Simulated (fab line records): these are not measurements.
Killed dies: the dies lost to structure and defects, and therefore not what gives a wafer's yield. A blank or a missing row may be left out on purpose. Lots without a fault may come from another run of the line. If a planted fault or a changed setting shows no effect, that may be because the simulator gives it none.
fab line records | flow sky130
[record] lots = 7 wafers = 21 lastDay = 50
route steps=708 shown FIELD_ISO@1 PAD_OPEN@708
lots that met no fault: from a run of the same line without faults
startH: the number of hours between the record's first day and the start of the first shown wafer of the lot | waitH: hours elapsed since this lot's preceding step | " as in the row above | L1.1+2: several wafers, shown together as one row | - value missing, or start not given | * or withheld: withheld | < > ~ a bound
route shown NAME@n: NAME is a module with steps in the file, n the number in the route of the first one | usual: mean and standard deviation over wafers with no fault | same: alike in all rows | chamber/n: place in a boat | sites: readings site by site | _std_site: the standard deviation of these | _edge_site: the outer-site mean with the inner-site mean subtracted | radiusMm: for every site, how far away it sits from the centre of the wafer | mask NAME#n: copy n | behind: the tool/chamber that last shaped the wafer | hold: why the lot went on hold/how many hours it stayed there/how the hold came to an end | device: transistor that didn't switch, given as n, p or np | end of line: the route-end tests of the same wafers | for a step that has no rows: nothing shown but its recipe | killed: not the wafer's yield, but the dies lost to structure and defects at the first sort | map: a wafer's dies, x killed, . not, _ none there
set.NAME: the setting that was run; set.NAME@STEP: the one run at that earlier step | model.NAME: the simulator's own value behind a step, which no gauge read
a table for each step, a row for each wafer; lots at some steps of the route
services: the hour from which a tool's chamber was out of use, counted from the record's first day as startH (under 0 if before that day), plus the number of hours and why
[[steps]]
[step SKY_FIELD_ISO_BOW_MEAS_00]
[recipe] mode = bow
[usual] INCOMING_BOW = 0/6.7
// columns lot.wafer tool chamber startH waitH INCOMING_BOW[um]
L241.4 filmMetro-03 - 30.06 - 11
L241.5 " - " " -4
L241.6 " - " " 1
L242.1 filmMetro-01 - 35.00 - 5
L242.4 " - " " 10
L242.6 " - " " -1
L244.2 filmMetro-04 - 45.02 - 5
L244.3 " - " " 9
L244.4 " - " " -2
L249.2 filmMetro-03 - 70.02 - -8
L249.5 " - " " -5
L249.6 " - " " 19
L255.1 filmMetro-04 - 100.00 - 4
L255.4 " - " " -2
L255.6 " - " " 8
L256.4 filmMetro-04 - 105.06 - -10
L256.5 " - " " -2
L256.6 " - " " 3
L258.2 filmMetro-04 - 115.02 - 1
L258.5 " - " " 2
L258.6 " - " " -2
[step SKY_FIELD_ISO_OXIDATION_01]
[recipe] tempC = 900 ambient = O2 stabiliseS = 600 purgeS = 300 targetThkA = 120 oxTimeS = 1843
[step SKY_FIELD_ISO_THK_MEAS_02]
[recipe] reads = SiO2_of_FIELD_ISO_OXIDATION_01
[usual] FIELD_ISO_OXIDATION_00_THK = 11.94/0.21
// columns lot.wafer tool chamber startH waitH FIELD_ISO_OXIDATION_00_THK[nm]
L241.4 filmMetro-04 - 34.49 0.0 11.73
L241.5 " - " " 11.76
L241.6 " - " " 12.10
L242.1 filmMetro-04 - 38.72 0.0 11.84
L242.4 " - " " 12.02
L242.6 " - " " 12.18
L244.2 filmMetro-04 - 47.02 0.0 11.63
L244.3 " - " " 11.78
L244.4 " - " " 11.92
L249.2 filmMetro-01 - 72.01 0.0 11.63
L249.5 " - " " 11.72
L249.6 " - " " 11.80
L255.1 filmMetro-01 - 103.44 0.0 12.26
L255.4 " - " " 12.52
L255.6 " - " " 12.43
L256.4 filmMetro-03 - 106.66 0.0 12.17
L256.5 " - " " 12.23
L256.6 " - " " 12.52
L258.2 filmMetro-03 - 117.12 0.0 12.04
L258.5 " - " " 11.94
L258.6 " - " " 12.20
[step SKY_FIELD_ISO_CVD_03]
[recipe] material = Si3N4 precursor = DCS/NH3 targetThkNm = 165 tempC = 770 timeS = 2830 pressureMtorr = 250
[step SKY_FIELD_ISO_THK_MEAS_04]
[recipe] reads = Si3N4_of_FIELD_ISO_CVD_03
[usual] FIELD_ISO_CVD_03_THK = 164.7/1.7
// columns lot.wafer tool chamber startH waitH FIELD_ISO_CVD_03_THK[nm]
L241.4 filmMetro-04 - 36.33 0.0 163.1
L241.5 " - " " 163.7
L241.6 " - " " 165.6
L242.1 filmMetro-03 - 41.46 0.0 164.7
L242.4 " - " " 166.2
L242.6 " - " " 164.6
L244.2 filmMetro-01 - 50.09 0.0 163.4
L244.3 " - " " 162.9
L244.4 " - " " 164.2
L249.2 filmMetro-03 - 73.89 0.0 165.0
L249.5 " - " " 164.0
L249.6 " - " " 163.4
L255.1 filmMetro-03 - 105.29 0.0 166.3
L255.4 " - " " 165.3
L255.6 " - " " 166.1
L256.4 filmMetro-03 - 108.51 0.0 164.9
L256.5 " - " " 166.1
L256.6 " - " " 165.5
L258.2 filmMetro-03 - 119.54 0.0 165.1
L258.5 " - " " 164.2
L258.6 " - " " 165.3
[step SKY_FIELD_ISO_DEHYDRATE_05]
[recipe] tempC = 200 timeS = 60
[step SKY_FIELD_ISO_HMDS_06]
[recipe] primeTimeS = 60 primeTempC = 120
[step SKY_FIELD_ISO_COAT_07]
[recipe] resist = BARC tempC = withheld timeS = withheld spinRpm = 3000 resistThkNm = 60
[step SKY_FIELD_ISO_COAT_08]
[recipe] resist = KrF-thick spinRpm = 3000 resistThkNm = 450
[usual] spinSpeedRpm = 3000.3/2
// columns lot.wafer tool chamber startH waitH spinSpeedRpm model.KrF-thick_of_FIELD_ISO_COAT_08.thkNm
L241.4 lithoTrack-03 0 43 - 2997.9 451
L241.5 " 0 " " 3002.1 450.1
L241.6 " 0 " " 2996.7 450.8
L242.1 lithoTrack-01 0 48 - 2999.1 450
L242.4 " 0 " " 3001.3 450.1
L242.6 " 0 " " 2998.3 449.4
L244.2 lithoTrack-03 0 58 - 3002.0 448.7
L244.3 " 0 " " 3000.1 449.6
L244.4 " 0 " " 3001.5 449.5
L249.2 lithoTrack-01 0 81 - 2999.5 448
L249.5 " 0 " " 3002.4 449
L249.6 " 0 " " 2999.6 447.9
L255.1 lithoTrack-01 0 114 - 3232.4 432.4
L255.4 " 0 " " 3231.1 432.7
L255.6 " 0 " " 3231.2 432.5
L256.4 lithoTrack-01 0 117 - 3232.9 435.8
L256.5 " 0 " " 3228.8 433.2
L256.6 " 0 " " 3232.3 433.9
L258.2 lithoTrack-01 0 128 - 3228.8 432.5
L258.5 " 0 129 - 3233.6 433.5
L258.6 " 0 " " 3232.5 433.3
[step SKY_FIELD_ISO_SOFTBAKE_09]
[recipe] tempC = 100 timeS = 90 resist = KrF-thick
[step SKY_FIELD_ISO_EXPOSE_10]
[recipe] maskId = FOM na = 0.68 sourceShape = annular sigmaInner = 0.4 sigmaOuter = 0.8 targetCdNm = 150 doseMj = 28
[step SKY_FIELD_ISO_PEB_11]
[recipe] pebTempC = withheld pebTimeS = withheld resist = KrF-thick
[step SKY_FIELD_ISO_DEVELOP_12]
[recipe] developTimeS = 60 resist = KrF-thick devTempC = 21
[step SKY_FIELD_ISO_CD_MEAS_13]
[recipe] targetCdNm = 150
[usual] cdNm = 150.2/1.4
// columns lot.wafer tool chamber startH waitH cdNm
L241.4 cdSem-01 - 51.10 - 151.0
L241.5 " - " " 151.8
L241.6 " - " " 151.9
L242.1 cdSem-02 - 56.74 - 150.1
L242.4 " - " " 151.7
L242.6 " - " " 151.7
L244.2 cdSem-02 - 66.45 - 150.4
L244.3 " - " " 149.5
L244.4 " - " " 149.9
L249.2 cdSem-01 - 90.61 - 149.0
L249.5 " - " " 148.2
L249.6 " - " " 149.2
L255.1 cdSem-02 - 123.78 - 149.4
L255.4 " - " " 148.6
L255.6 " - " " 149.6
L256.4 cdSem-01 - 126.95 - 150.0
L256.5 " - " " 150.1
L256.6 " - " " 149.4
L258.2 cdSem-02 - 138.30 - 152.2
L258.5 " - " " 150.9
L258.6 " - " " 150.2
[step SKY_FIELD_ISO_ETCH_14]
[recipe] chemistry = N2/H2 target = BARC ionEnergyEv = 200 sourceW = 500 biasW = 100 pressureMtorr = 30 n2FlowSccm = 100 h2FlowSccm = 200 stopOn = SiO2 timeS = 45.9 targetDepthA = 600
[usual] drypumpMotorCurrentA = 5.8/0.49 oesProductAu = 0.855/0.0047 throttleValvePct = 13.224/0.0091
// columns lot.wafer tool chamber startH waitH drypumpMotorCurrentA oesProductAu rfHoursCounterH throttleValvePct
L241.4 rieDiel-03 0 51.16 0.0 6.6 0.848 134 13.221
L241.5 " 1 " " 6.3 0.850 - 13.228
L241.6 " 0 " " 6.6 0.854 - 13.199
L242.1 rieDiel-03 3 56.86 0.1 5.6 0.856 116 13.221
L242.4 " 0 " " 6.6 0.850 134 13.228
L242.6 " 1 " " 6.2 0.851 - 13.217
L244.2 rieDiel-01 0 66.55 0.1 5.8 0.862 121 13.211
L244.3 " 2 " " 5.9 0.857 105 13.227
L244.4 " 0 " " 5.7 0.855 - 13.212
L249.2 rieDiel-03 3 90.71 0.1 5.7 0.853 116 13.225
L249.5 " 2 " " 6.0 0.861 - 13.227
L249.6 " 1 " " 6.3 0.853 - 13.228
L255.1 rieDiel-04 1 123.90 0.1 5.2 0.861 58 13.229
L255.4 " 0 " " 4.8 0.857 2 13.229
L255.6 " 3 " " 5.5 0.859 - 13.222
L256.4 rieDiel-03 2 127.01 0.0 6.0 0.857 8 13.233
L256.5 " 3 " " 5.6 0.851 - 13.244
L256.6 " 2 " " 6.0 0.857 - 13.230
L258.2 rieDiel-03 3 138.40 0.1 5.7 0.857 117 13.218
L258.5 " 1 " " 6.3 0.858 - 13.219
L258.6 " 0 " " 6.6 0.847 - 13.231
[step SKY_FIELD_ISO_ETCH_15]
[recipe] chemistry = CHF3/O2 targetDepthNm = 180 stopOn = Si sourceW = 600 biasW = 200 pressureMtorr = 40 chf3FlowSccm = 50 O2_flow_sccm = 5 timeS = 72
[usual] O2_flow_sccm = 4.999/0.014 chf3FlowSccm = 49.98/0.16 drypumpMotorCurrentA = 5.8/0.49 oesProductAu = 0.945/0.0074 throttleValvePct = 8.843/0.01
// columns lot.wafer tool chamber startH waitH O2_flow_sccm chf3FlowSccm drypumpMotorCurrentA oesProductAu rfHoursCounterH throttleValvePct model.KrF-thick_of_FIELD_ISO_COAT_08.thkNm
L241.4 rieDiel-03 0 51.20 0.0 4.982 49.66 6.6 0.946 134 8.854 237
L241.5 " 1 " " 5.010 49.89 6.2 0.933 - 8.848 236.3
L241.6 " 0 " " 4.970 49.78 6.6 0.954 - 8.842 236.6
L242.1 rieDiel-03 3 56.90 0.0 5.012 49.99 5.6 0.947 116 8.842 240.4
L242.4 " 0 " " 4.988 50.14 6.6 0.957 134 8.826 235.5
L242.6 " 1 " " 5.014 50.14 6.2 0.949 - 8.839 234.8
L244.2 rieDiel-01 0 66.59 0.0 5.001 50.14 5.7 0.951 121 8.857 233.2
L244.3 " 2 " " 5.008 49.77 5.9 0.939 105 8.839 233.1
L244.4 " 0 " " 5.004 50.23 5.7 0.938 - 8.828 233.9
L249.2 rieDiel-03 3 90.75 0.0 5.010 49.85 5.6 0.944 116 8.849 236.3
L249.5 " 2 " " 4.990 49.74 6.0 0.940 - 8.821 236.9
L249.6 " 1 " " 5.015 50.20 6.2 0.942 - 8.830 236.1
L255.1 rieDiel-04 1 123.94 0.0 5.025 49.86 5.1 0.958 58 8.830 220.4
L255.4 " 0 " " 5.001 49.75 4.8 0.944 2 8.840 216.8
L255.6 " 3 " " 4.986 50.14 5.5 0.951 - 8.844 215.8
L256.4 rieDiel-03 2 127.05 0.0 5.018 49.96 6.0 0.947 8 8.845 225.1
L256.5 " 3 " " 4.988 49.90 5.6 0.958 - 8.837 222.3
L256.6 " 2 " " 5.002 50.17 6.0 0.950 - 8.842 223.6
L258.2 rieDiel-03 3 138.44 0.0 5.009 49.97 5.6 0.934 117 8.847 221.4
L258.5 " 1 " " 5.017 49.96 6.2 0.938 - 8.839 220.9
L258.6 " 0 " " 4.987 50.08 6.6 0.948 - 8.858 220.2
[step SKY_FIELD_ISO_STRIP_16]
[recipe] chemistry = O2/N2 powerW = 1400 pressureMtorr = 1500 platenTempC = withheld o2FlowSccm = 3000 n2FlowSccm = 300 overashFraction = 0.5
[usual] drypumpMotorCurrentA = 5.7/0.43 oesProductAu = 0.378/0.0052 stripTimeToEndpointS = 3.54/0.03
// columns lot.wafer tool chamber startH waitH drypumpMotorCurrentA oesProductAu rfHoursCounterH stripTimeToEndpointS
L241.4 plasmaAsher-02 1 51.29 0.1 6.4 0.381 - 3.53
L241.5 " 1 " " 6.4 0.385 - 3.54
L241.6 " 0 " " 5.6 0.377 - 3.57
L242.1 plasmaAsher-04 0 56.96 0.0 5.8 0.389 38 3.59
L242.4 " 0 " " 5.8 0.376 - 3.53
L242.6 " 0 " " 5.8 0.377 - 3.54
L244.2 plasmaAsher-02 0 66.65 0.0 5.6 0.381 38 3.51
L244.3 " 1 " " 6.4 0.366 - 3.52
L244.4 " 0 " " 5.6 0.377 - 3.52
L249.2 plasmaAsher-03 0 90.81 0.0 5.3 0.372 24 3.54
L249.5 " 1 " " 5.2 0.376 - 3.54
L249.6 " 0 " " 5.3 0.383 - 3.55
L255.1 plasmaAsher-04 0 124.00 0.0 5.8 0.376 0 3.36
L255.4 " 1 " " 5.7 0.370 - 3.33
L255.6 " 1 " " 5.8 0.368 - 3.32
L256.4 plasmaAsher-03 0 127.14 0.1 5.3 0.375 - 3.41
L256.5 " 0 " " 5.3 0.369 - 3.40
L256.6 " 1 " " 5.2 0.365 - 3.40
L258.2 plasmaAsher-02 1 138.50 0.0 6.4 0.369 46 3.39
L258.5 " 0 " " 5.6 0.372 - 3.37
L258.6 " 1 " " 6.4 0.374 - 3.36
[step SKY_FIELD_ISO_ETCH_17]
[recipe] targetDepthA = 3420 maskMaterial = Si3N4 chemistry = HBr/Cl2/O2 target = Si taperDeg = 5 icpW = 600 biasW = 150 pressureMtorr = 15 HBr_flow_sccm = 150 Cl2_flow_sccm = 40 O2_flow_sccm = 6 timeS = 97.7
[usual] O2_flow_sccm = 6.001/0.016 drypumpMotorCurrentA = 5.6/0.52 oesProductAu = 1.002/0.007 throttleValvePct = 25.653/0.01
// columns lot.wafer tool chamber startH waitH O2_flow_sccm drypumpMotorCurrentA oesProductAu rfHoursCounterH throttleValvePct
L241.4 rieSi-01 2 51.36 0.0 5.987 6.2 1.001 1 25.668
L241.5 " 1 " " 5.999 4.8 1.004 - 25.663
L241.6 " 0 " " 5.969 5.9 0.999 - 25.669
L242.1 rieSi-02 1 57.06 0.1 5.992 5.9 1.003 97 25.665
L242.4 " 1 " " 5.999 5.9 1.002 - 25.634
L242.6 " 0 " " 5.987 4.7 0.998 - 25.639
L244.2 rieSi-01 2 66.75 0.1 6.020 6.2 1.005 2 25.658
L244.3 " 0 " " 5.991 5.9 1.006 78 25.656
L244.4 " 1 " " 5.998 4.7 1.009 3 25.661
L249.2 rieSi-01 3 90.91 0.1 6.028 5.4 1.006 67 25.683
L249.5 " 1 " " 6.012 4.8 1.003 - 25.647
L249.6 " 2 " " 5.976 6.2 1.000 - 25.642
L255.1 rieSi-02 1 124.10 0.1 6.016 5.9 0.991 97 25.657
L255.4 " 3 " " 5.968 5.7 0.999 0 25.657
L255.6 " 3 " " 5.995 5.7 1.005 - 25.641
L256.4 rieSi-01 3 127.21 0.0 5.970 5.4 1.015 67 25.653
L256.5 " 3 " " 5.975 5.4 1.017 - 25.640
L256.6 " 0 " " 6.021 5.9 1.008 - 25.660
L258.2 rieSi-02 0 138.60 0.1 6.000 4.7 1.003 2 25.664
L258.5 " 0 " " 5.996 4.7 0.999 - 25.657
L258.6 " 3 " " 6.015 5.7 0.995 - 25.658
[step SKY_PAD_OPEN_PROBE_99]
[usual] killed_at_M0_to_M3 = 43/8 killed_at_M4_up = 2.9/1.6 killedAtContacts = 26/5.2 killedAtFrontEnd = 15/4.3 killedAtOther = 0.3/0.56 killedDies = 87/10 killedOpen = 48/6.9 killedShort = 40/6.5
[same] grossDies = 492 killedAtBackSide = 0
// columns lot.wafer tool chamber startH waitH killed_at_M0_to_M3 killed_at_M4_up killedAtContacts killedAtFrontEnd killedAtOther killedDies killedOpen killedShort
L241.4 prober-02 - 1099.79 0.2 45 0 19 11 1 76 43 33
L241.5 prober-02 - 1099.84 0.2 41 3 27 12 0 83 40 43
L241.6 prober-02 - 1099.89 0.2 42 3 31 14 0 90 54 36
L242.1 prober-01 - 1106.21 0.1 41 2 23 19 0 85 40 45
L242.4 prober-01 - 1106.36 0.2 67 2 24 18 0 111 64 47
L242.6 prober-01 - 1106.46 0.2 33 1 23 9 0 66 38 28
L244.2 prober-02 - 1127.16 0.1 40 1 24 24 0 89 47 42
L244.3 prober-02 - 1127.21 0.2 40 4 32 25 0 101 57 44
L244.4 prober-02 - 1127.26 0.2 45 2 24 25 1 97 51 46
L249.2 prober-01 - 1144.36 0.1 49 1 20 19 1 90 48 42
L249.5 prober-01 - 1144.51 0.2 47 2 27 17 0 93 51 42
L249.6 prober-01 - 1144.56 0.2 55 4 23 16 0 98 51 47
L255.1 prober-01 - 1177.92 0.1 38 7 26 11 0 82 43 39
L255.4 prober-01 - 1178.07 0.2 38 3 30 12 0 83 46 37
L255.6 prober-01 - 1178.17 0.2 40 1 22 12 0 75 42 33
L256.4 prober-02 - 1178.30 0.2 43 3 37 14 0 97 55 42
L256.5 prober-02 - 1178.35 0.2 33 2 27 20 0 82 42 40
L256.6 prober-02 - 1178.40 0.2 32 1 23 19 0 75 42 33
L258.2 prober-02 - 1188.16 0.1 46 0 17 20 0 83 50 33
L258.5 prober-02 - 1188.31 0.2 42 3 27 10 0 82 48 34
L258.6 prober-02 - 1188.36 0.2 55 4 22 16 0 97 57 40
// killed by level:class
L241.4 VIA1:geometricParticle:open=15 LI_CONTACT:geometricParticle:open=9 METAL2:geometricParticle:short=8 POLY_GATE:geometricParticle:short=6 METAL1:geometricParticle:short=5 VIA3:geometricParticle:open=5 CONTACT:geometricParticle:short=4 CONTACT:geometricParticle:open=4
L241.5 CONTACT:geometricParticle:open=12 VIA3:geometricParticle:open=8 VIA1:geometricParticle:open=8 METAL1:geometricParticle:short=7 LOCAL_INTERCONNECT:geometricParticle:short=6 VIA2:geometricParticle:open=6 POLY_GATE:geometricParticle:short=5 CONTACT:geometricParticle:short=4
L241.6 CONTACT:geometricParticle:open=13 VIA3:geometricParticle:open=9 LI_CONTACT:geometricParticle:open=8 VIA1:geometricParticle:open=7 POLY_GATE:geometricParticle:open=6 CONTACT:geometricParticle:short=6 METAL2:geometricParticle:short=6 METAL3:geometricParticle:short=4
L242.1 CONTACT:geometricParticle:open=11 FIELD_ISO:geometricParticle:short=8 VIA2:geometricParticle:open=7 VIA2:geometricParticle:short=6 VIA3:geometricParticle:short=5 VIA1:geometricParticle:open=5 CONTACT:geometricParticle:short=4 METAL3:geometricParticle:short=4
L242.4 VIA1:geometricParticle:open=16 VIA2:geometricParticle:open=11 CONTACT:geometricParticle:open=8 METAL1:geometricParticle:short=7 LOCAL_INTERCONNECT:geometricParticle:short=6 METAL2:geometricParticle:short=6 LI_CONTACT:geometricParticle:open=5 POLY_GATE:geometricParticle:open=5
L242.6 VIA1:geometricParticle:open=9 CONTACT:geometricParticle:open=8 LI_CONTACT:geometricParticle:open=7 METAL1:geometricParticle:short=6 LOCAL_INTERCONNECT:geometricParticle:short=4 METAL2:geometricParticle:short=4 VIA3:geometricParticle:open=4 FIELD_ISO:geometricParticle:open=3
L244.2 FIELD_ISO:geometricParticle:open=12 VIA2:geometricParticle:open=7 CONTACT:geometricParticle:short=7 VIA3:geometricParticle:open=7 VIA1:geometricParticle:open=6 LI_CONTACT:geometricParticle:short=6 CONTACT:geometricParticle:open=6 VIA1:geometricParticle:short=6
L244.3 VIA1:geometricParticle:open=10 CONTACT:geometricParticle:open=10 VIA3:geometricParticle:open=9 FIELD_ISO:geometricParticle:short=7 LOCAL_INTERCONNECT:geometricParticle:short=7 VIA2:geometricParticle:open=7 POLY_GATE:geometricParticle:short=6 LI_CONTACT:geometricParticle:open=6
L244.4 VIA1:geometricParticle:open=10 VIA3:geometricParticle:open=9 FIELD_ISO:geometricParticle:short=8 VIA1:geometricParticle:short=8 CONTACT:geometricParticle:open=8 FIELD_ISO:geometricParticle:open=7 LI_CONTACT:geometricParticle:open=7 POLY_GATE:geometricParticle:short=5
L249.2 VIA1:geometricParticle:open=15 POLY_GATE:geometricParticle:short=9 VIA2:geometricParticle:open=8 FIELD_ISO:geometricParticle:short=6 VIA1:geometricParticle:short=6 CONTACT:geometricParticle:short=5 LI_CONTACT:geometricParticle:open=5 VIA3:geometricParticle:open=5
L249.5 CONTACT:geometricParticle:open=10 VIA1:geometricParticle:open=8 VIA2:geometricParticle:open=8 VIA3:geometricParticle:open=7 FIELD_ISO:geometricParticle:short=6 LI_CONTACT:geometricParticle:open=6 VIA3:geometricParticle:short=6 POLY_GATE:geometricParticle:open=4
L249.6 CONTACT:geometricParticle:open=12 METAL1:geometricParticle:short=11 VIA1:geometricParticle:open=10 VIA1:geometricParticle:short=7 POLY_GATE:geometricParticle:open=6 VIA3:geometricParticle:open=6 CONTACT:geometricParticle:short=5 VIA2:geometricParticle:open=5
L255.1 CONTACT:geometricParticle:open=12 VIA1:geometricParticle:open=7 METAL2:geometricParticle:short=7 METAL4:geometricParticle:short=6 FIELD_ISO:geometricParticle:open=5 VIA3:geometricParticle:open=5 LI_CONTACT:geometricParticle:open=4 CONTACT:geometricParticle:short=4
L255.4 CONTACT:geometricParticle:open=18 VIA3:geometricParticle:open=7 METAL2:geometricParticle:short=6 FIELD_ISO:geometricParticle:open=5 VIA1:geometricParticle:open=5 METAL3:geometricParticle:short=5 LI_CONTACT:geometricParticle:open=4 CONTACT:geometricParticle:short=4
L255.6 VIA1:geometricParticle:open=12 CONTACT:geometricParticle:open=8 METAL2:geometricParticle:short=8 CONTACT:geometricParticle:short=6 VIA2:geometricParticle:open=6 FIELD_ISO:geometricParticle:short=5 LI_CONTACT:geometricParticle:open=5 METAL2:geometricParticle:open=4
L256.4 CONTACT:geometricParticle:open=20 VIA1:geometricParticle:short=8 LI_CONTACT:geometricParticle:open=7 VIA1:geometricParticle:open=7 METAL2:geometricParticle:short=7 VIA3:geometricParticle:open=6 METAL1:geometricParticle:short=5 LOCAL_INTERCONNECT:geometricParticle:short=4
L256.5 CONTACT:geometricParticle:open=11 POLY_GATE:geometricParticle:short=7 METAL2:geometricParticle:short=7 POLY_GATE:geometricParticle:open=6 LOCAL_INTERCONNECT:geometricParticle:short=5 LI_CONTACT:geometricParticle:open=5 METAL1:geometricParticle:short=4 VIA1:geometricParticle:open=4
L256.6 CONTACT:geometricParticle:open=10 VIA1:geometricParticle:open=7 VIA2:geometricParticle:open=6 LI_CONTACT:geometricParticle:open=6 METAL2:geometricParticle:short=5 POLY_GATE:geometricParticle:short=4 FIELD_ISO:geometricParticle:short=3 CONTACT:geometricParticle:short=3
L258.2 VIA1:geometricParticle:open=13 VIA3:geometricParticle:open=8 FIELD_ISO:geometricParticle:open=7 CONTACT:geometricParticle:open=7 METAL1:geometricParticle:short=6 FIELD_ISO:geometricParticle:short=4 POLY_GATE:geometricParticle:short=4 POLY_GATE:geometricParticle:open=3
L258.5 VIA1:geometricParticle:open=10 LI_CONTACT:geometricParticle:open=9 CONTACT:geometricParticle:open=7 VIA3:geometricParticle:open=7 VIA1:geometricParticle:short=6 FIELD_ISO:geometricParticle:short=4 LI_CONTACT:geometricParticle:short=4 METAL1:geometricParticle:short=4
L258.6 CONTACT:geometricParticle:open=11 METAL1:geometricParticle:short=11 VIA3:geometricParticle:open=9 VIA2:geometricParticle:open=9 VIA1:geometricParticle:open=7 VIA2:geometricParticle:short=7 LI_CONTACT:geometricParticle:open=6 METAL3:geometricParticle:short=4
[[services]]
// columns tool chamber startH hours kind
rieDiel-04 0 23.62 - clean
plasmaAsher-04 - 25.59 1.2 repair
rieDiel-04 2 26.84 5.8 repair
rieSi-02 1 29.00 5.0 repair
rieSi-01 - 30.68 1.0 repair
rieDiel-03 - 30.86 1.7 repair
rieDiel-01 - 39.70 14.6 pm
plasmaAsher-04 - 45.40 2.5 repair
rieSi-01 - 46.63 0.4 repair
rieSi-02 3 52.04 - clean
rieSi-02 3 52.04 15.4 scheduledDown
rieSi-02 3 52.04 15.4 ventCycle
rieDiel-01 1 55.18 64.7 repair
plasmaAsher-04 - 77.84 28.1 pm
rieSi-02 0 84.37 3.4 repair
rieSi-02 3 92.83 1.3 repair
rieDiel-04 1 93.37 7.0 repair
plasmaAsher-02 - 98.20 6.0 repair
rieDiel-03 1 104.13 10.3 repair
rieDiel-04 - 106.11 2.8 pm
plasmaAsher-04 - 108.75 9.0 pm
plasmaAsher-04 - 111.08 3.7 repair
plasmaAsher-04 - 119.83 3.0 repair
rieSi-01 3 131.79 2.5 repair
[[key]]
[firstSign] step = SKY_FIELD_ISO_COAT_08 reading = spinSpeedRpm direction = up sigmas = 99+ usual = 3000.3 struck = 3231.5
[effect] step = SKY_FIELD_ISO_STRIP_16 reading = stripTimeToEndpointS direction = down sigmas = 5.6 usual = * struck = *
[modelEffect] step = SKY_FIELD_ISO_COAT_08 value = KrF-thick_of_FIELD_ISO_COAT_08.thkNm without = 449.6 struck = 433.3
[modelEffect] step = SKY_FIELD_ISO_ETCH_15 value = KrF-thick_of_FIELD_ISO_COAT_08.thkNm without = 237 struck = 220.7
metAt SKY_FIELD_ISO_COAT_08
struckWafers L255.1,L255.4,L255.6,L256.4,L256.5,L256.6,L258.2,L258.5,L258.6
testerLeftOut L255,L256,L258
onsetBetween 81 114
[fault] kind = processParameterDrift tool = lithoTrack-01 chamber = - onsetH = 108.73 steps = SKY_FIELD_ISO_COAT_08 channel = spinRpm offset = 230 shape = step endH = 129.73 actsIn = theseRecipesOnly stated = 3000
// testerLeftOut: of these lots the tester's yield and bins aren't shown, on N5 and GAA mostly nor the transistor test; their killed dies are dies lost to structure and defects alone, not to doping, threshold or leakage, so they don't give the yield
